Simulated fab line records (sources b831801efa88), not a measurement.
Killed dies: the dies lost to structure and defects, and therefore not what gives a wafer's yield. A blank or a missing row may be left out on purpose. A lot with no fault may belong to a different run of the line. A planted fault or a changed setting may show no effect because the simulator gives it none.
Chamber matching | flow gf180mcu | GF_V1_CMP_04 on cmp-02: 4 sister chambers
The step polishes SiO2. 16 wafers are shown with their chamber, then 8 later ones without.

## EACH WAFER AND ITS CHAMBER
wafer  | chamber | motor-current-A (A) | time-to-endpoint-s (s) | platen-rpm (rpm)
L878.2 | 1       | 13.6                | 75                     | 59.96
L878.3 | 2       | 12.2                | 71                     | 59.94
L878.6 | 2       | 12.5                | 79                     | 60.07
L879.1 | 1       | 12.5                | 72                     | 59.99
L879.2 | 3       | 15.1                | 86                     | 59.97
L879.5 | 0       | 12.2                | 79                     | 60.02
L880.2 | 0       | 12.3                | 83                     | 59.98
L880.5 | 0       | 11.6                | 82                     | 60.06
L880.6 | 3       | 14.9                | 80                     | 60.06
L884.1 | 1       | 12.7                | 87                     | 59.96
L884.2 | 0       | 12.3                | 74                     | 60.05
L884.5 | 3       | 15.7                | 91                     | 59.92
L885.1 | 2       | 12.1                | 83                     | 59.99
L885.3 | 1       | 12.5                | 84                     | 59.96
L885.4 | 0       | 11.8                | 93                     | 60.01
L888.3 | 2       | 11.9                | 79                     | 59.92

SIGNATURES (means of the wafers above)
reading            | chamber 0 | chamber 1 | chamber 2 | chamber 3 | scatter within a chamber
motor-current-A    | 12.040    | 12.825    | 12.175    | 15.233    | 0.384
time-to-endpoint-s | 82.20     | 79.50     | 78.00     | 85.67     | 6.35
platen-rpm         | 60.0240   | 59.9675   | 59.9800   | 59.9833   | 0.0485
Rule: distance of a wafer from a chamber = root of the sum over the readings of ((wafer's reading minus chamber's mean) / reading's scatter) squared. The wafer belongs to the nearest chamber; if the next one is less than 2 further off, it can't be placed. The scatter: the root of (the sum of the squares of (reading less its chamber's mean) over the shown wafers, divided by (wafers less chambers)).

## WAFERS WITHOUT THEIR CHAMBER
wafer  | motor-current-A (A) | time-to-endpoint-s (s) | platen-rpm (rpm)
L888.4 | 14.7                | 89                     | 59.99
L888.5 | 12.1                | 89                     | 59.97
L890.1 | 11.8                | 81                     | 60.00
L890.2 | 13.7                | 87                     | 60.02
L890.3 | 12.4                | 84                     | 60.04
L898.1 | 15.8                | 80                     | 60.12
L898.2 | 12.9                | 71                     | 59.99
L898.4 | 12.0                | 77                     | 59.88

## WHICH CHAMBER EACH ONE RAN IN
wafer  | from the rows above               | in truth
L888.4 | 3                                 | 3
L888.5 | can't be placed: 0 or 2 or 1      | 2
L890.1 | can't be placed: 0 or 2 or 1      | 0
L890.2 | can't be placed: 1 or 3 or 2 or 0 | 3
L890.3 | can't be placed: 0 or 2 or 1      | 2
L898.1 | 3                                 | 3
L898.2 | can't be placed: 1 or 2 or 0      | 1
L898.4 | can't be placed: 2 or 1 or 0      | 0
Placed correctly: 2 of 8. Can't be placed from these rows: 6 (the true chamber is among the candidates in 6). Placed wrongly: 0.
